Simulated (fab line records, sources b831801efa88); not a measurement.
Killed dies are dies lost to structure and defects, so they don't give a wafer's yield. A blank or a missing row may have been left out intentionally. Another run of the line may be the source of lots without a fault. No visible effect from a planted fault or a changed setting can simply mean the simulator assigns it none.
fab line records | flow sky130
[record] lots = 14 wafers = 42 last_day = 50
route steps=708 shown VIA2@510 METAL3@536 CAP2M@605 METAL4@631
lots that met no fault: taken from a fault-free run of the same line
start_h: hours from the record's first day to the start of the lot's first wafer shown | wait_h: hours from the lot's prior step to this one | " the same as in the row above | L1.1+2: a row that stands for several wafers | - value missing, or start not given | * or withheld: withheld | < > ~ a bound
route shown NAME@n: NAME is a module with steps in the file, n the number in the route of the first one | usual: average and standard deviation across the fault-free wafers | same: alike in all rows | chamber/n: place in a boat | sites: each site's reading | _std_site: how widely they spread, as a standard deviation | _edge_site: inner sites' mean taken away from outer sites' mean | radius_mm: for every site, how far away it sits from the centre of the wafer | mask NAME#n: copy n | behind: tool/chamber where the wafer was last shaped | hold: the reason the lot was held/the length of the hold in hours/how it ended | device: names the non-switching transistor (n, p or np) | end of line: tests run on the same wafers once the route is complete | a step given without rows: its recipe and nothing more | killed: count of dies lost to structure and defects at first sort (not the wafer's yield) | map: a wafer's dies, marking killed ones x, the rest . and places with no die _
set.NAME: the setting the step ran with; set.NAME@STEP: the setting that earlier step ran with | model.NAME: the simulator's own value behind a step, which no gauge read
a sample of lots followed through the steps of the route, with each step as a table and each wafer as a row
services: a tool's chamber out of use, with start hour (start_h, from the record's first day; less than 0 if before it), hours out, and reason
[[steps]]
[step SKY_VIA2_BOW_MEAS_03]
[recipe] mode = bow
[usual] VIA2_BOW = 86/6.7
// columns lot.wafer tool chamber start_h wait_h VIA2_BOW[um]
L485.2 film_metro-04 - 827.82 0.2 82
L485.3 " - " " 87
L485.5 " - " " 83
L486.2 film_metro-04 - 834.58 0.2 89
L486.3 " - " " 95
L486.4 " - " " 92
L487.1 film_metro-04 - 843.87 0.1 81
L487.5 " - " " 88
L487.6 " - " " 80
L488.1 film_metro-02 - 849.47 0.2 95
L488.3 " - " " 81
L488.5 " - " " 82
L489.3 film_metro-04 - 856.74 0.3 75
L489.4 " - " " 77
L489.6 " - " " 69
L490.1 film_metro-04 - 890.56 0.1 77
L490.2 " - " " 85
L490.4 " - " " 82
L498.4 film_metro-01 - 928.35 0.3 100
L498.5 " - " " 90
L498.6 " - " " 72
L497.1 film_metro-01 - 931.29 0.2 85
L497.3 " - " " 90
L497.5 " - " " 80
L499.2 film_metro-02 - 935.81 0.3 87
L499.4 " - " " 83
L499.5 " - " " 91
L500.1 film_metro-04 - 940.25 0.1 79
L500.2 " - " " 92
L500.5 " - " " 92
L501.4 film_metro-02 - 946.00 0.3 81
L501.5 " - " " 85
L501.6 " - " " 87
L502.1 film_metro-01 - 953.56 0.1 85
L502.3 " - " " 92
L502.6 " - " " 88
L503.2 film_metro-04 - 955.90 0.1 89
L503.5 " - " " 93
L503.6 " - " " 93
L504.2 film_metro-02 - 971.11 0.1 93
L504.3 " - " " 87
L504.4 " - " " 91
[step SKY_METAL3_SPUTTER_04]
[recipe] material = TiN target_thk_nm = 70 power_w = 6500 time_s = 58.3 chamber_pressure_pa = 0.4
[usual] cathode_dc_power_W = 6499.8/1.2 chamber_pressure_pa = 0.4000/0.00082 throttle_valve_pct = 29.9/0.9
// columns lot.wafer tool chamber start_h wait_h cathode_dc_power_W chamber_pressure_pa throttle_valve_pct
L485.2 pvd_sputter-04 - 855.30 0.0 6499.8 0.3986 31.5
L485.3 " - " " 6501.1 0.3998 28.4
L485.5 " - " " 6501.3 0.4006 30.9
L486.2 pvd_sputter-01 - 862.56 0.0 6499.2 0.4003 30.7
L486.3 " - " " 6498.8 0.3996 29.7
L486.4 " - " " 6501.5 0.4012 29.4
L487.1 pvd_sputter-01 - 871.62 0.0 6499.4 0.4001 31.4
L487.5 " - " " 6499.0 0.3998 29.3
L487.6 " - " " 6500.4 0.3997 31.1
L488.1 pvd_sputter-02 - 876.88 0.0 6499.1 0.3996 29.7
L488.3 " - " " 6499.7 0.4007 30.4
L488.5 " - " " 6501.2 0.4016 29.3
L489.3 pvd_sputter-01 - 884.03 0.0 6498.3 0.4013 29.8
L489.4 " - " " 6499.9 0.3992 29.6
L489.6 " - " " 6501.7 0.3997 31.6
L490.1 pvd_sputter-02 - 923.90 0.0 6499.8 0.3997 29.1
L490.2 " - " " 6499.3 0.3993 29.0
L490.4 " - " " 6500.2 0.3984 30.5
L498.4 pvd_sputter-04 - 952.85 0.0 6501.8 0.3988 30.6
L498.5 " - " " 6501.0 0.3988 29.3
L498.6 " - " " 6500.1 0.4000 31.6
L497.1 pvd_sputter-02 - 956.28 0.0 6499.0 0.3983 29.0
L497.3 " - " " 6499.0 0.4005 29.6
L497.5 " - " " 6498.1 0.4017 29.2
L499.2 pvd_sputter-04 - 961.40 0.0 6499.6 0.3999 28.4
L499.4 " - " " 6499.9 0.3995 29.4
L499.5 " - " " 6500.2 0.4007 30.5
L500.1 pvd_sputter-01 - 966.27 0.0 6501.9 0.4016 29.5
L500.2 " - " " 6499.7 0.3994 31.2
L500.5 " - " " 6498.3 0.3993 31.2
L501.4 pvd_sputter-02 - 971.70 0.0 6500.0 0.4008 30.3
L501.5 " - " " 6499.7 0.4003 29.1
L501.6 " - " " 6498.7 0.4015 28.9
L502.1 pvd_sputter-02 - 979.38 0.0 6498.3 0.4009 29.3
L502.3 " - " " 6499.9 0.3997 29.7
L502.6 " - " " 6501.4 0.4009 29.7
L503.2 pvd_sputter-01 - 981.80 0.0 6500.7 0.4008 29.6
L503.5 " - " " 6501.8 0.3994 29.6
L503.6 " - " " 6500.2 0.4005 29.4
L504.2 pvd_sputter-01 - 996.34 0.0 6501.5 0.4011 30.7
L504.3 " - " " 6499.7 0.4007 29.3
L504.4 " - " " 6499.5 0.3993 31.1
[step SKY_CAP2M_SPUTTER_02]
[recipe] material = TiN target_thk_nm = 200 temp_c = 300 power_w = 6500 time_s = 166.7 chamber_pressure_pa = 0.4
[usual] cathode_dc_power_W = 6499.8/1.2 chamber_pressure_pa = 0.4002/0.00072 throttle_valve_pct = 30.0/0.88
// columns lot.wafer tool chamber start_h wait_h cathode_dc_power_W chamber_pressure_pa throttle_valve_pct
L485.2 pvd_sputter-02 - 935.43 0.0 6499.8 0.4009 29.9
L485.3 " - " " 6500.3 0.4012 30.2
L485.5 " - " " 6499.7 0.4001 29.6
L486.2 pvd_sputter-01 - 947.17 0.0 6500.2 0.3997 29.5
L486.3 " - " " 6500.1 0.4001 30.9
L486.4 " - " " 6500.2 0.4004 31.4
L487.1 pvd_sputter-02 - 954.24 0.1 - - -
L487.5 " - " " - - -
L487.6 " - " " - - -
L488.1 pvd_sputter-04 - 958.88 0.1 - - -
L488.3 " - " " - - -
L488.5 " - " " - - -
L489.3 pvd_sputter-04 - 961.84 0.0 6500.4 0.4016 30.6
L489.4 " - " " 6500.0 0.4004 31.5
L489.6 " - " " 6498.5 0.3988 31.6
L490.1 pvd_sputter-01 - 996.95 0.1 6501.1 0.4011 30.7
L490.2 " - " " 6498.7 0.4004 29.9
L490.4 " - " " 6502.5 0.4000 29.2
L498.4 pvd_sputter-02 - 1027.75 0.1 6501.3 0.4015 29.1
L498.5 " - " " 6498.6 0.3998 29.7
L498.6 " - " " 6499.1 0.3992 30.2
L497.1 pvd_sputter-02 - 1031.05 0.1 6500.7 0.3997 29.0
L497.3 " - " " 6499.0 0.4012 29.9
L497.5 " - " " 6498.2 0.4008 29.5
L499.2 pvd_sputter-02 - 1036.80 0.0 6502.5 0.3999 30.5
L499.4 " - " " 6499.7 0.4009 29.6
L499.5 " - " " 6500.3 0.3998 30.5
L500.1 pvd_sputter-02 - 1041.25 0.1 6501.6 0.3999 29.5
L500.2 " - " " 6501.6 0.4001 30.4
L500.5 " - " " 6499.2 0.4000 29.7
L501.4 pvd_sputter-02 - 1045.55 0.0 6498.2 0.3997 29.8
L501.5 " - " " 6498.6 0.4006 30.4
L501.6 " - " " 6498.9 0.4011 29.7
L502.1 pvd_sputter-04 - 1053.48 0.1 6499.7 0.4010 29.5
L502.3 " - " " 6500.7 0.4017 31.6
L502.6 " - " " 6500.9 0.4001 30.4
L503.2 pvd_sputter-02 - 1054.95 0.0 6499.6 0.4001 30.3
L503.5 " - " " 6500.4 0.4002 30.3
L503.6 " - " " 6500.0 0.4007 29.1
L504.2 pvd_sputter-04 - 1067.83 0.0 6498.3 0.3998 29.5
L504.3 " - " " 6500.6 0.4007 31.6
L504.4 " - " " 6500.8 0.3992 28.3
[step SKY_CAP2M_RS_MEAS_03]
[recipe] thk_meas_gauge = four-point-probe reads = TiN_of_CAP2M_SPUTTER_02
[usual] CAP2M_TIN_RS = 6.92/0.087
// columns lot.wafer tool chamber start_h wait_h CAP2M_TIN_RS[ohm/sq]
L485.2 film_metro-03 - 935.56 0.1 7.07
L485.3 " - " " 7.03
L485.5 " - " " 7.06
L486.2 film_metro-03 - 947.30 0.1 6.73
L486.3 " - " " 6.76
L486.4 " - " " 6.81
L487.1 film_metro-04 - 954.35 0.1 -
L487.5 " - " " -
L487.6 " - " " -
L488.1 film_metro-04 - 958.99 0.1 -
L488.3 " - " " -
L488.5 " - " " -
L489.3 film_metro-03 - 961.99 0.1 7.14
L489.4 " - " " 7.04
L489.6 " - " " 7.06
L490.1 film_metro-01 - 997.06 0.1 6.87
L490.2 " - " " 6.84
L490.4 " - " " 6.78
L498.4 film_metro-01 - 1027.87 0.1 6.92
L498.5 " - " " 6.96
L498.6 " - " " 6.94
L497.1 film_metro-03 - 1031.16 0.1 6.87
L497.3 " - " " 6.88
L497.5 " - " " 6.92
L499.2 film_metro-04 - 1036.93 0.1 6.83
L499.4 " - " " 6.93
L499.5 " - " " 6.86
L500.1 film_metro-01 - 1041.35 0.1 6.92
L500.2 " - " " 6.91
L500.5 " - " " 6.93
L501.4 film_metro-01 - 1045.71 0.1 6.93
L501.5 " - " " 6.94
L501.6 " - " " 7.00
L502.1 film_metro-03 - 1053.59 0.1 6.98
L502.3 " - " " 6.97
L502.6 " - " " 7.00
L503.2 film_metro-03 - 1055.08 0.1 6.87
L503.5 " - " " 6.87
L503.6 " - " " 6.83
L504.2 film_metro-04 - 1067.96 0.1 7.05
L504.3 " - " " 7.04
L504.4 " - " " 7.06
[step SKY_CAP2M_THK_MEAS_04]
[recipe] thk_meas_gauge = xrf reads = TiN_of_CAP2M_SPUTTER_02
[usual] CAP2M_TIN_THK = 201.9/2.7
// columns lot.wafer tool chamber start_h wait_h CAP2M_TIN_THK[nm]
L485.2 film_metro-03 - 935.67 0.1 197.3
L485.3 " - " " 198.6
L485.5 " - " " 197.2
L486.2 film_metro-03 - 947.41 0.1 207.2
L486.3 " - " " 204.8
L486.4 " - " " 204.5
L487.1 film_metro-04 - 954.47 0.1 <0.0
L487.5 " - " " <0.0
L487.6 " - " " <0.0
L488.1 film_metro-04 - 959.11 0.1 <0.0
L488.3 " - " " <0.0
L488.5 " - " " <0.0
L489.3 film_metro-03 - 962.09 0.1 194.9
L489.4 " - " " 198.5
L489.6 " - " " 197.4
L490.1 film_metro-01 - 997.18 0.1 204.9
L490.2 " - " " 204.4
L490.4 " - " " 206.8
L498.4 film_metro-01 - 1027.96 0.1 202.0
L498.5 " - " " 200.4
L498.6 " - " " 201.9
L497.1 film_metro-03 - 1031.28 0.1 202.6
L497.3 " - " " 202.5
L497.5 " - " " 200.0
L499.2 film_metro-04 - 1037.04 0.1 204.6
L499.4 " - " " 203.0
L499.5 " - " " 204.1
L500.1 film_metro-01 - 1041.47 0.1 200.9
L500.2 " - " " 200.7
L500.5 " - " " 201.7
L501.4 film_metro-01 - 1045.80 0.1 201.6
L501.5 " - " " 200.9
L501.6 " - " " 198.4
L502.1 film_metro-03 - 1053.71 0.1 198.6
L502.3 " - " " 199.4
L502.6 " - " " 198.9
L503.2 film_metro-03 - 1055.19 0.1 201.6
L503.5 " - " " 202.5
L503.6 " - " " 202.7
L504.2 film_metro-04 - 1068.07 0.1 199.4
L504.3 " - " " 200.0
L504.4 " - " " 199.2
[step SKY_CAP2M_METAL_ETCH_13]
[recipe] target_depth_nm = 220 stop_on = SiO2 chemistry = Cl2/BCl3 target = TiN pressure_mtorr = 10 icp_w = 900 bias_w = 48.5 Cl2_flow_sccm = 60 bcl3_flow_sccm = 30 time_s = 62.9
[usual] chamber_pressure_mTorr = 10.001/0.009 drypump_motor_current_A = 5.76/0.28 oes_product_au = 0.940/0.0078 rf_fwd_power_W = 893/3 throttle_valve_pct = 21.902/0.011
// columns lot.wafer tool chamber start_h wait_h chamber_pressure_mTorr drypump_motor_current_A oes_product_au rf_fwd_power_W rf_hours_counter_h throttle_valve_pct
L485.2 rie_metal-02 1 959.38 0.0 10.004 5.03 0.928 893 1 21.905
L485.3 " 1 " " 9.997 5.05 0.940 894 - 21.897
L485.5 " 0 " " 10.012 5.95 0.934 891 - 21.916
L486.2 rie_metal-04 1 970.38 0.0 9.995 5.94 0.958 894 18 21.893
L486.3 " 1 " " 10.023 5.93 0.953 895 - 21.894
L486.4 " 0 " " 9.987 5.78 0.956 892 - 21.898
L487.1 rie_metal-04 0 978.09 0.0 9.995 5.78 0.381 889 7 22.278
L487.5 " 0 " " 9.994 5.79 0.378 894 - 22.264
L487.6 " 1 " " 10.001 5.91 0.377 895 - 22.271
L488.1 rie_metal-04 1 983.29 0.0 9.993 5.96 0.369 896 19 22.245
L488.3 " 1 " " 9.989 5.96 0.379 896 - 22.259
L488.5 " 1 " " 9.995 5.96 0.381 892 - 22.258
L489.3 rie_metal-01 1 986.26 0.0 10.013 5.95 0.930 891 - 21.912
L489.4 " 0 " " 9.993 5.68 0.939 893 - 21.916
L489.6 " 0 " " 9.997 5.66 0.930 893 - 21.911
L490.1 rie_metal-02 0 1020.39 0.0 10.008 5.94 0.938 886 12 21.909
L490.2 " 1 " " 10.019 5.07 0.936 893 4 21.901
L490.4 " 1 " " 10.008 5.08 0.954 893 - 21.905
L498.4 rie_metal-04 0 1050.26 0.0 10.002 5.75 0.938 895 - 21.904
L498.5 " 1 " " 9.991 5.95 0.932 891 - 21.901
L498.6 " 0 " " 10.020 5.75 0.938 894 - 21.921
L497.1 rie_metal-04 0 1052.93 0.0 9.994 5.77 0.950 892 11 21.899
L497.3 " 0 " " 9.993 5.77 0.945 888 - 21.905
L497.5 " 0 " " 9.998 5.77 0.944 892 - 21.900
L499.2 rie_metal-01 1 1058.94 0.0 10.010 5.97 0.949 889 21 21.904
L499.4 " 0 " " 10.009 5.68 0.940 887 - 21.901
L499.5 " 1 " " 9.983 5.96 0.941 890 - 21.921
L500.1 rie_metal-01 1 1062.34 0.0 9.987 5.95 0.941 893 21 21.915
L500.2 " 0 " " 9.994 5.67 0.938 890 18 21.903
L500.5 " 1 " " 9.999 5.95 0.937 892 - 21.895
L501.4 rie_metal-04 1 1066.98 0.0 10.003 5.97 0.943 899 - 21.911
L501.5 " 0 " " 10.009 5.77 0.934 890 - 21.903
L501.6 " 1 " " 9.992 5.92 0.934 898 - 21.905
L502.1 rie_metal-04 0 1075.39 0.0 10.006 5.77 0.938 890 13 21.909
L502.3 " 0 " " 9.994 5.77 0.940 888 - 21.900
L502.6 " 0 " " 10.016 5.79 0.935 888 - 21.895
L503.2 rie_metal-01 1 1076.39 0.0 10.005 5.96 0.945 893 22 21.904
L503.5 " 1 " " 10.013 5.99 0.945 891 - 21.891
L503.6 " 0 " " 9.994 5.66 0.946 891 - 21.875
L504.2 rie_metal-02 0 1089.23 0.0 10.009 5.95 0.929 892 17 21.904
L504.3 " 1 " " 10.012 5.10 0.936 894 - 21.896
L504.4 " 0 " " 10.000 5.96 0.933 893 - 21.908
[step SKY_METAL4_DESCUM_15]
[recipe] chemistry = O2 source_power_w = 150 bias_power_w = 0 pressure_mtorr = 10 temp_c = 40 time_s = 8
[usual] chamber_pressure_mTorr = 9.999/0.0093 drypump_motor_current_A = 5.72/0.24 oes_product_au = 0.997/0.01 rf_fwd_power_W = 146.8/0.68
// columns lot.wafer tool chamber start_h wait_h chamber_pressure_mTorr drypump_motor_current_A oes_product_au rf_fwd_power_W rf_hours_counter_h
L485.2 rie_metal-03 1 983.76 0.0 9.997 5.26 1.005 146.8 5
L485.3 " 0 " " 9.993 5.55 0.997 146.2 -
L485.5 " 1 " " 10.001 5.28 0.997 147.3 -
L486.2 rie_metal-01 1 995.00 0.0 10.002 5.99 0.992 146.1 16
L486.3 " 0 " " 10.005 5.70 0.988 147.3 -
L486.4 " 1 " " 10.024 5.99 0.987 146.4 -
L489.3 rie_metal-04 1 1010.72 0.0 9.989 5.93 1.008 147.5 -
L489.4 " 0 " " 9.996 5.75 1.006 146.3 -
L489.6 " 1 " " 10.011 5.91 0.996 148.0 -
L490.1 rie_metal-01 0 1044.30 0.0 9.996 5.68 0.986 145.6 16
L490.2 " 1 " " 10.010 5.99 0.985 147.0 19
L490.4 " 1 " " 10.008 5.98 0.986 146.6 -
L498.4 rie_metal-01 1 1072.32 0.0 10.014 5.97 0.994 146.9 -
L498.5 " 1 " " 10.005 5.97 0.992 146.2 -
L498.6 " 0 " " 9.985 5.68 0.991 145.7 -
L497.1 rie_metal-01 0 1075.86 0.0 9.993 5.68 0.976 146.7 18
L497.3 " 1 " " 10.023 5.95 0.992 146.8 -
L497.5 " 0 " " 9.996 5.66 0.986 146.7 -
L499.2 rie_metal-03 0 1080.70 0.0 9.990 5.54 1.000 146.8 15
L499.4 " 0 " " 9.994 5.48 0.995 146.1 -
L499.5 " 1 " " 10.005 5.27 1.006 148.4 -
L500.1 rie_metal-01 0 1084.20 0.0 9.990 5.67 0.985 146.3 19
L500.2 " 1 " " 10.011 5.95 0.985 146.7 22
L500.5 " 0 " " 10.015 5.68 0.987 146.5 -
L501.4 rie_metal-03 0 1088.86 0.0 9.998 5.52 0.977 146.9 -
L501.5 " 1 " " 10.005 5.25 0.997 147.0 -
L501.6 " 0 " " 10.006 5.49 0.982 146.5 -
L502.1 rie_metal-04 0 1096.66 0.0 9.990 5.76 1.011 146.2 15
L502.3 " 1 " " 9.995 5.95 1.014 148.3 -
L502.6 " 0 " " 10.013 5.78 1.012 146.5 -
L503.2 rie_metal-01 0 1098.31 0.0 10.005 5.68 1.001 146.7 20
L503.5 " 1 " " 10.002 5.97 1.006 147.3 -
L503.6 " 0 " " 10.000 5.69 0.997 147.6 -
L504.2 rie_metal-01 0 1109.75 0.0 9.999 5.68 0.988 146.5 21
L504.3 " 1 " " 9.996 6.00 0.996 147.8 -
L504.4 " 0 " " 10.005 5.68 0.991 146.8 -
[[services]]
// columns tool chamber start_h hours kind
rie_metal-03 1 851.76 17.4 repair
rie_metal-01 0 854.35 18.2 repair
pvd_sputter-02 2 854.70 - consumable_replace:kit
pvd_sputter-02 2 854.70 18.0 scheduled_down
pvd_sputter-02 2 854.70 18.0 vent_cycle
pvd_sputter-01 1 871.67 - consumable_replace:kit
pvd_sputter-01 1 871.67 18.0 scheduled_down
pvd_sputter-01 1 871.67 18.0 vent_cycle
rie_metal-03 1 874.67 3.5 repair
pvd_sputter-04 - 880.99 3.0 repair
pvd_sputter-04 - 909.13 11.2 repair
rie_metal-02 - 940.56 2.8 pm
pvd_sputter-04 - 968.50 10.7 repair
pvd_sputter-04 - 974.16 22.1 repair
rie_metal-03 1 984.37 8.6 repair
pvd_sputter-04 - 1022.30 8.8 repair
pvd_sputter-02 1 1027.26 - consumable_replace:kit
pvd_sputter-02 1 1027.26 18.0 scheduled_down
pvd_sputter-02 1 1027.26 18.0 vent_cycle
pvd_sputter-01 0 1050.78 - consumable_replace:kit
rie_metal-04 1 1051.08 - clean
rie_metal-04 1 1051.08 14.0 scheduled_down
rie_metal-04 1 1051.08 14.0 vent_cycle
rie_metal-03 - 1051.94 2.8 pm
[[key]]
[first_sign] step = SKY_CAP2M_SPUTTER_02 reading = tool_record direction = missing
[effect] step = SKY_CAP2M_RS_MEAS_03 reading = CAP2M_TIN_RS direction = missing
[effect] step = SKY_CAP2M_THK_MEAS_04 reading = CAP2M_TIN_THK direction = down sigmas = 75 usual = 201.9 struck = <0.0
[effect] step = SKY_CAP2M_METAL_ETCH_13 reading = oes_product_au direction = down sigmas = 72 usual = 0.940 struck = 0.378
met_at SKY_CAP2M_SPUTTER_02
struck_lots L487,L488
later_rows_left_out L487.1,L487.5,L487.6,L488.1,L488.3,L488.5
sort_left_out L487.1,L487.5,L487.6,L488.1,L488.3,L488.5
not_acting_at SKY_VIA2_BOW_MEAS_03,SKY_METAL3_SPUTTER_04,SKY_METAL4_DESCUM_15
onset_between 935.43 954.24
[fault] kind = skipped_step_whole tool = pvd_sputter-02,pvd_sputter-04 chamber = - onset_h = 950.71 steps = SKY_CAP2M_SPUTTER_02 scope = struck_lots_only
// sort_left_out: the simulated sort isn't trusted on such a fault, so these wafers' sort isn't shown, and their yield isn't known
// later_rows_left_out: the simulator's readings of these wafers behind a module that went badly wrong aren't trusted and aren't shown, but for the sort
